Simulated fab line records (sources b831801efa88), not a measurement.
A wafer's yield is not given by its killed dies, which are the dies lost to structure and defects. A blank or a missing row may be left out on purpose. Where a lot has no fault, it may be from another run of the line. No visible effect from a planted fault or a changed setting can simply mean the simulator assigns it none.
The tool behind it: which one? || flow gf180mcu || 14 lots with 42 wafers sampled at 2 steps, on a route of 602 steps

== WHAT THE GAUGES SHOWED, per wafer ==
GF_V1_THK_MEAS_03. Usual: for V1_CVD_02_THK the level is 852 nm and the standard deviation is 12.
{"lot": "L960", "measured": "day 17 03:34", "on": "film-metro-02", "V1_CVD_02_THK (nm)": "853 847 868", "flag": ""}
{"lot": "L961", "measured": "day 18 03:42", "on": "film-metro-04", "V1_CVD_02_THK (nm)": "831 833 861", "flag": ""}
{"lot": "L964", "measured": "day 18 23:25", "on": "film-metro-04", "V1_CVD_02_THK (nm)": "850 848 864", "flag": ""}
{"lot": "L965", "measured": "day 19 02:35", "on": "film-metro-02", "V1_CVD_02_THK (nm)": "835 848 852", "flag": ""}
{"lot": "L966", "measured": "day 19 21:44", "on": "film-metro-04", "V1_CVD_02_THK (nm)": "833 833 856", "flag": ""}
{"lot": "L967", "measured": "day 19 22:56", "on": "film-metro-02", "V1_CVD_02_THK (nm)": "833 831 853", "flag": ""}
{"lot": "L968", "measured": "day 20 10:05", "on": "film-metro-01", "V1_CVD_02_THK (nm)": "955 973 968", "flag": "OFF"}
{"lot": "L969", "measured": "day 20 13:25", "on": "film-metro-04", "V1_CVD_02_THK (nm)": "958 948 958", "flag": "OFF"}
{"lot": "L977", "measured": "day 23 09:23", "on": "film-metro-01", "V1_CVD_02_THK (nm)": "862 871 861", "flag": ""}
{"lot": "L978", "measured": "day 23 18:07", "on": "film-metro-02", "V1_CVD_02_THK (nm)": "853 857 861", "flag": ""}
{"lot": "L979", "measured": "day 23 23:38", "on": "film-metro-01", "V1_CVD_02_THK (nm)": "854 876 868", "flag": ""}
{"lot": "L980", "measured": "day 24 15:03", "on": "film-metro-04", "V1_CVD_02_THK (nm)": "842 867 847", "flag": ""}
{"lot": "L981", "measured": "day 24 17:11", "on": "film-metro-04", "V1_CVD_02_THK (nm)": "823 832 849", "flag": ""}
{"lot": "L983", "measured": "day 25 11:41", "on": "film-metro-01", "V1_CVD_02_THK (nm)": "836 850 872", "flag": ""}

== EACH LOT AND THE TOOL THAT RAN IT (in order: tool; ch and the chambers of the sampled wafers; start) ==
{"lot": "L960", "GF_V1_CVD_02": "pecvd-03 ch 0,2, day 17 03:29"}
{"lot": "L961", "GF_V1_CVD_02": "pecvd-04 ch 1,2, day 18 03:37"}
{"lot": "L964", "GF_V1_CVD_02": "pecvd-01 ch 1,2, day 18 23:22"}
{"lot": "L965", "GF_V1_CVD_02": "pecvd-03 ch 0,1, day 19 02:31"}
{"lot": "L966", "GF_V1_CVD_02": "pecvd-04 ch 0,1,2, day 19 21:40"}
{"lot": "L967", "GF_V1_CVD_02": "pecvd-03 ch 0,2, day 19 22:52"}
{"lot": "L968", "GF_V1_CVD_02": "pecvd-03 ch 0,1,2, day 20 09:59"}
{"lot": "L969", "GF_V1_CVD_02": "pecvd-03 ch 0,1,2, day 20 13:21"}
{"lot": "L977", "GF_V1_CVD_02": "pecvd-01 ch 0,2, day 23 09:19"}
{"lot": "L978", "GF_V1_CVD_02": "pecvd-01 ch 0,2, day 23 18:02"}
{"lot": "L979", "GF_V1_CVD_02": "pecvd-01 ch 1,2, day 23 23:34"}
{"lot": "L980", "GF_V1_CVD_02": "pecvd-03 ch 0,1,2, day 24 14:58"}
{"lot": "L981", "GF_V1_CVD_02": "pecvd-04 ch 0,1, day 24 17:07"}
{"lot": "L983", "GF_V1_CVD_02": "pecvd-04 ch 0,1,2, day 25 11:35"}
- GF_V1_CVD_02: deposits SiO2 from TEOS, target thk 850 nm, time 94.851 s.

== AS READ BY THE TOOLS THEMSELVES (means over the sampled wafers that have a number; for cases with no such wafer, the mark the record gives instead) ==
GF_V1_CVD_02. Usual: heater-power-w reads 761 W (standard deviation 120).
{"lot": "L960", "tool": "pecvd-03", "heater-power-w (W)": 780, "flag": ""}
{"lot": "L961", "tool": "pecvd-04", "heater-power-w (W)": 875, "flag": ""}
{"lot": "L964", "tool": "pecvd-01", "heater-power-w (W)": 695, "flag": ""}
{"lot": "L965", "tool": "pecvd-03", "heater-power-w (W)": 716, "flag": ""}
{"lot": "L966", "tool": "pecvd-04", "heater-power-w (W)": 810, "flag": ""}
{"lot": "L967", "tool": "pecvd-03", "heater-power-w (W)": 801, "flag": ""}
{"lot": "L968", "tool": "pecvd-03", "heater-power-w (W)": 782, "flag": ""}
{"lot": "L969", "tool": "pecvd-03", "heater-power-w (W)": 661, "flag": ""}
{"lot": "L977", "tool": "pecvd-01", "heater-power-w (W)": 668, "flag": ""}
{"lot": "L978", "tool": "pecvd-01", "heater-power-w (W)": 644, "flag": ""}
{"lot": "L979", "tool": "pecvd-01", "heater-power-w (W)": 645, "flag": ""}
{"lot": "L980", "tool": "pecvd-03", "heater-power-w (W)": 754, "flag": ""}
{"lot": "L981", "tool": "pecvd-04", "heater-power-w (W)": 739, "flag": ""}
{"lot": "L983", "tool": "pecvd-04", "heater-power-w (W)": 762, "flag": ""}

== THE ANSWER, worked out from the rows above alone ==
Rule: lot off if the mean of its wafers having a number is beyond 3 standard deviations from the usual mean. Also off: a lot with no number at a reading for which 4 or more lots have one. The other lots that the step has rows for count as sound. First the gauges in route order, then the tools' own readings, where a lot's mean is used as printed above. The first step at which some lot is off is used, and at that step the reading that is off furthest; a lot without a number counts as furthest.
Off: at GF_V1_THK_MEAS_03 (V1_CVD_02_THK), L968, L969.
If a tool, at a process step before that reading, ran all the lots that are off and no sound lot after the first of them, it fits. Gauges at GF_V1_THK_MEAS_03: tried the same way as those tools. None of those tried fits.

== WHAT THE SIMULATOR HAD INSERTED ==
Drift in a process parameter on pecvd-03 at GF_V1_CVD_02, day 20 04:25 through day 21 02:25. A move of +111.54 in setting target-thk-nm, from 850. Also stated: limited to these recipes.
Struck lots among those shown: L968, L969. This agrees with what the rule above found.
